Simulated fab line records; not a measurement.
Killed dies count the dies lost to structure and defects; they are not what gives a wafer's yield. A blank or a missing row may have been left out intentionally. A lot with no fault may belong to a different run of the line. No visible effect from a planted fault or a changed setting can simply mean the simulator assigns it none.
What tool caused it? || flow sky130 || 10 lots, 30 wafers sampled, at 4 steps of a route of 708

== WHAT EACH GAUGE READ, for each wafer ==
SKY_FIELD_ISO_CD_MEAS_13 targets a cd of 150 nm. Usual: cd_nm at 150.5 nm, with a standard deviation of 1.7.
{"lot": "L431", "measured": "day 2 04:38", "on": "cd_sem-02", "cd_nm (nm)": "151.5 150.4 151.9", "flag": ""}
{"lot": "L432", "measured": "day 2 12:01", "on": "cd_sem-01", "cd_nm (nm)": "150.6 149.6 150.0", "flag": ""}
{"lot": "L433", "measured": "day 2 14:36", "on": "cd_sem-01", "cd_nm (nm)": "150.2 150.8 149.7", "flag": ""}
{"lot": "L434", "measured": "day 2 22:07", "on": "cd_sem-01", "cd_nm (nm)": "150.1 150.8 151.4", "flag": ""}
{"lot": "L435", "measured": "day 3 01:24", "on": "cd_sem-02", "cd_nm (nm)": "149.4 149.5 149.2", "flag": ""}
{"lot": "L441", "measured": "day 4 08:32", "on": "cd_sem-01", "cd_nm (nm)": "152.4 153.1 152.9", "flag": ""}
{"lot": "L443", "measured": "day 4 19:53", "on": "cd_sem-02", "cd_nm (nm)": "109.6 146.8 123.3", "flag": "OFF"}
{"lot": "L445", "measured": "day 5 05:06", "on": "cd_sem-01", "cd_nm (nm)": "147.6 144.4 130.7", "flag": "OFF"}
{"lot": "L449", "measured": "day 6 03:29", "on": "cd_sem-01", "cd_nm (nm)": "152.3 152.4 152.5", "flag": ""}
{"lot": "L450", "measured": "day 6 07:37", "on": "cd_sem-01", "cd_nm (nm)": "150.6 148.7 148.6", "flag": ""}

SKY_LDD_P_OVL_MEAS_08. Usual: for LDD_P_OVL the level is -0.3 nm and the standard deviation is 1.3.
{"lot": "L431", "measured": "day 18 19:02", "on": "overlay-01", "LDD_P_OVL (nm)": "1.1 -0.3 -1.6", "flag": ""}
{"lot": "L432", "measured": "day 19 09:31", "on": "overlay-02", "LDD_P_OVL (nm)": "2.0 0.6 0.0", "flag": ""}
{"lot": "L433", "measured": "day 19 15:49", "on": "overlay-01", "LDD_P_OVL (nm)": "0.9 0.7 -1.0", "flag": ""}
{"lot": "L434", "measured": "day 20 05:40", "on": "overlay-01", "LDD_P_OVL (nm)": "3.1 -1.6 0.1", "flag": ""}
{"lot": "L435", "measured": "day 20 13:10", "on": "overlay-02", "LDD_P_OVL (nm)": "-1.2 -0.4 -1.7", "flag": ""}
{"lot": "L441", "measured": "day 22 22:54", "on": "overlay-01", "LDD_P_OVL (nm)": "0.2 0.9 -3.2", "flag": ""}
{"lot": "L443", "measured": "day 23 09:58", "on": "overlay-01", "LDD_P_OVL (nm)": -1.0, "flag": ""}
{"lot": "L445", "measured": "day 24 02:43", "on": "overlay-01", "LDD_P_OVL (nm)": "-0.5 -0.4 1.7", "flag": ""}
{"lot": "L449", "measured": "day 25 16:20", "on": "overlay-02", "LDD_P_OVL (nm)": "2.2 0.6 2.8", "flag": ""}
{"lot": "L450", "measured": "day 25 20:24", "on": "overlay-01", "LDD_P_OVL (nm)": "1.1 -0.4 0.5", "flag": ""}

== WHAT TOOL EACH LOT RAN ON (gives the tool, then ch and the chambers of the sampled wafers, and finally the start) ==
{"lot": "L431", "SKY_FIELD_ISO_EXPOSE_10": "krf_scanner-02 ch 0, day 1 21:32", "SKY_VT_ADJUST_NCORE_STRIP_10": "plasma_asher-04 ch 0,1, day 8 09:53"}
{"lot": "L432", "SKY_FIELD_ISO_EXPOSE_10": "krf_scanner-01 ch 0, day 2 04:28", "SKY_VT_ADJUST_NCORE_STRIP_10": "plasma_asher-02 ch 0,1, day 8 18:44"}
{"lot": "L433", "SKY_FIELD_ISO_EXPOSE_10": "krf_scanner-02 ch 0, day 2 06:54", "SKY_VT_ADJUST_NCORE_STRIP_10": "plasma_asher-02 ch 0,1, day 9 01:05"}
{"lot": "L434", "SKY_FIELD_ISO_EXPOSE_10": "krf_scanner-02 ch 0, day 2 13:58", "SKY_VT_ADJUST_NCORE_STRIP_10": "plasma_asher-03 ch 0,1, day 9 11:01"}
{"lot": "L435", "SKY_FIELD_ISO_EXPOSE_10": "krf_scanner-01 ch 0, day 2 18:21", "SKY_VT_ADJUST_NCORE_STRIP_10": "plasma_asher-03 ch 0,1, day 9 15:08"}
{"lot": "L441", "SKY_FIELD_ISO_EXPOSE_10": "krf_scanner-02 ch 0, day 4 00:49", "SKY_VT_ADJUST_NCORE_STRIP_10": "plasma_asher-02 ch 0,1, day 11 12:53"}
{"lot": "L443", "SKY_FIELD_ISO_EXPOSE_10": "krf_scanner-01 ch 0, day 4 11:16", "SKY_VT_ADJUST_NCORE_STRIP_10": "plasma_asher-04 ch 0, day 12 01:58"}
{"lot": "L445", "SKY_FIELD_ISO_EXPOSE_10": "krf_scanner-01 ch 0, day 4 21:25", "SKY_VT_ADJUST_NCORE_STRIP_10": "plasma_asher-02 ch 0,1, day 12 14:52"}
{"lot": "L449", "SKY_FIELD_ISO_EXPOSE_10": "krf_scanner-02 ch 0, day 5 18:46", "SKY_VT_ADJUST_NCORE_STRIP_10": "plasma_asher-02 ch 0,1, day 13 19:59"}
{"lot": "L450", "SKY_FIELD_ISO_EXPOSE_10": "krf_scanner-02 ch 0, day 5 23:05", "SKY_VT_ADJUST_NCORE_STRIP_10": "plasma_asher-03 ch 0,1, day 14 04:35"}
- SKY_FIELD_ISO_EXPOSE_10: exposes mask FOM, target cd 150 nm.
- SKY_VT_ADJUST_NCORE_STRIP_10: strips in O2/N2.

== AS READ BY THE TOOLS THEMSELVES (means over the sampled wafers that have a number; for cases with no such wafer, the mark the record gives instead) ==
SKY_FIELD_ISO_EXPOSE_10. Usual: exposure_dose_mJ_cm2 27.99, standard deviation 0.033; reticle_temp_C 23.00 C, standard deviation 0.11; stage_vel_mm_s 499.99 mm/s, standard deviation 0.26.
{"lot": "L431", "tool": "krf_scanner-02", "exposure_dose_mJ_cm2": 27.98, "reticle_temp_C (C)": 22.85, "stage_vel_mm_s (mm/s)": 500.32, "flag": ""}
{"lot": "L432", "tool": "krf_scanner-01", "exposure_dose_mJ_cm2": 28.01, "reticle_temp_C (C)": 22.82, "stage_vel_mm_s (mm/s)": 499.97, "flag": ""}
{"lot": "L433", "tool": "krf_scanner-02", "exposure_dose_mJ_cm2": 28.01, "reticle_temp_C (C)": 23.07, "stage_vel_mm_s (mm/s)": 499.88, "flag": ""}
{"lot": "L434", "tool": "krf_scanner-02", "exposure_dose_mJ_cm2": 28.04, "reticle_temp_C (C)": 22.90, "stage_vel_mm_s (mm/s)": 500.25, "flag": ""}
{"lot": "L435", "tool": "krf_scanner-01", "exposure_dose_mJ_cm2": 28.00, "reticle_temp_C (C)": 23.05, "stage_vel_mm_s (mm/s)": 499.61, "flag": ""}
{"lot": "L441", "tool": "krf_scanner-02", "exposure_dose_mJ_cm2": 27.96, "reticle_temp_C (C)": 22.94, "stage_vel_mm_s (mm/s)": 499.87, "flag": ""}
{"lot": "L443", "tool": "krf_scanner-01", "exposure_dose_mJ_cm2": 27.14, "reticle_temp_C (C)": 22.94, "stage_vel_mm_s (mm/s)": 500.09, "flag": "OFF"}
{"lot": "L445", "tool": "krf_scanner-01", "exposure_dose_mJ_cm2": 26.43, "reticle_temp_C (C)": 23.02, "stage_vel_mm_s (mm/s)": 500.03, "flag": "OFF"}
{"lot": "L449", "tool": "krf_scanner-02", "exposure_dose_mJ_cm2": 27.96, "reticle_temp_C (C)": 22.95, "stage_vel_mm_s (mm/s)": 499.99, "flag": ""}
{"lot": "L450", "tool": "krf_scanner-02", "exposure_dose_mJ_cm2": 27.95, "reticle_temp_C (C)": 23.11, "stage_vel_mm_s (mm/s)": 499.87, "flag": ""}

SKY_VT_ADJUST_NCORE_STRIP_10. Usual: drypump_motor_current_A 5.8 A, standard deviation 0.83; oes_product_au 0.716 a.u., standard deviation 0.0037; strip_time_to_endpoint_s 14.17 s, standard deviation 0.031.
{"lot": "L431", "tool": "plasma_asher-04", "drypump_motor_current_A (A)": 5.8, "oes_product_au (a.u.)": 0.717, "strip_time_to_endpoint_s (s)": 14.18, "flag": ""}
{"lot": "L432", "tool": "plasma_asher-02", "drypump_motor_current_A (A)": 4.9, "oes_product_au (a.u.)": 0.717, "strip_time_to_endpoint_s (s)": 14.19, "flag": ""}
{"lot": "L433", "tool": "plasma_asher-02", "drypump_motor_current_A (A)": 5.0, "oes_product_au (a.u.)": 0.718, "strip_time_to_endpoint_s (s)": 14.16, "flag": ""}
{"lot": "L434", "tool": "plasma_asher-03", "drypump_motor_current_A (A)": 6.6, "oes_product_au (a.u.)": 0.717, "strip_time_to_endpoint_s (s)": 14.15, "flag": ""}
{"lot": "L435", "tool": "plasma_asher-03", "drypump_motor_current_A (A)": 6.6, "oes_product_au (a.u.)": 0.718, "strip_time_to_endpoint_s (s)": 14.19, "flag": ""}
{"lot": "L441", "tool": "plasma_asher-02", "drypump_motor_current_A (A)": 4.9, "oes_product_au (a.u.)": 0.717, "strip_time_to_endpoint_s (s)": 14.20, "flag": ""}
{"lot": "L443", "tool": "plasma_asher-04", "drypump_motor_current_A (A)": 6.3, "oes_product_au (a.u.)": 0.717, "strip_time_to_endpoint_s (s)": 14.18, "flag": ""}
{"lot": "L445", "tool": "plasma_asher-02", "drypump_motor_current_A (A)": 4.9, "oes_product_au (a.u.)": 0.720, "strip_time_to_endpoint_s (s)": 14.21, "flag": ""}
{"lot": "L449", "tool": "plasma_asher-02", "drypump_motor_current_A (A)": 4.9, "oes_product_au (a.u.)": 0.714, "strip_time_to_endpoint_s (s)": 14.15, "flag": ""}
{"lot": "L450", "tool": "plasma_asher-03", "drypump_motor_current_A (A)": 6.6, "oes_product_au (a.u.)": 0.714, "strip_time_to_endpoint_s (s)": 14.14, "flag": ""}

== THE ANSWER, worked out from the rows above alone ==
Rule: take the mean of a lot's wafers that have a number; if it is more than 3 standard deviations from the usual mean, the lot is off. A lot without any number at a reading at which 4 lots or more have one is off too. Any other lot the step has rows for is counted as sound. After the gauges, taken in route order, come the tools' own readings; for these a lot's mean is taken, as printed above. The first step at which some lot is off is used, and at that step the reading that is off furthest; a lot without a number counts as furthest.
Off: L443, L445, at SKY_FIELD_ISO_CD_MEAS_13 (cd_nm).
If a tool, at a process step before that reading, ran all the lots that are off and no sound lot after the first of them, it fits. The gauges at SKY_FIELD_ISO_CD_MEAS_13 aren't tried: what is off there is off at SKY_FIELD_ISO_EXPOSE_10 too, on other tools, and a gauge's error can't cause that. One candidate fits, namely krf_scanner-01 at SKY_FIELD_ISO_EXPOSE_10. A fault onset in the window from L435 (day 2 18:21, its last sound lot) to L443 (day 4 11:16, its first lot off) fits.
On the lots that are off, the tool's own readings at SKY_FIELD_ISO_EXPOSE_10 differ by more than 5 times the standard deviation of the sound lots' means, which bears it out; exposure_dose_mJ_cm2 reads 26.79 there versus 27.99 on the sound lots.

== WHAT HAD BEEN PUT IN BY THE SIMULATOR ==
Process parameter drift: krf_scanner-01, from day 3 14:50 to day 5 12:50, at SKY_FIELD_ISO_EXPOSE_10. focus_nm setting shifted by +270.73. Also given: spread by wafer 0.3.
Shown lots that were struck: L443, L445. The same result came from the rule above.
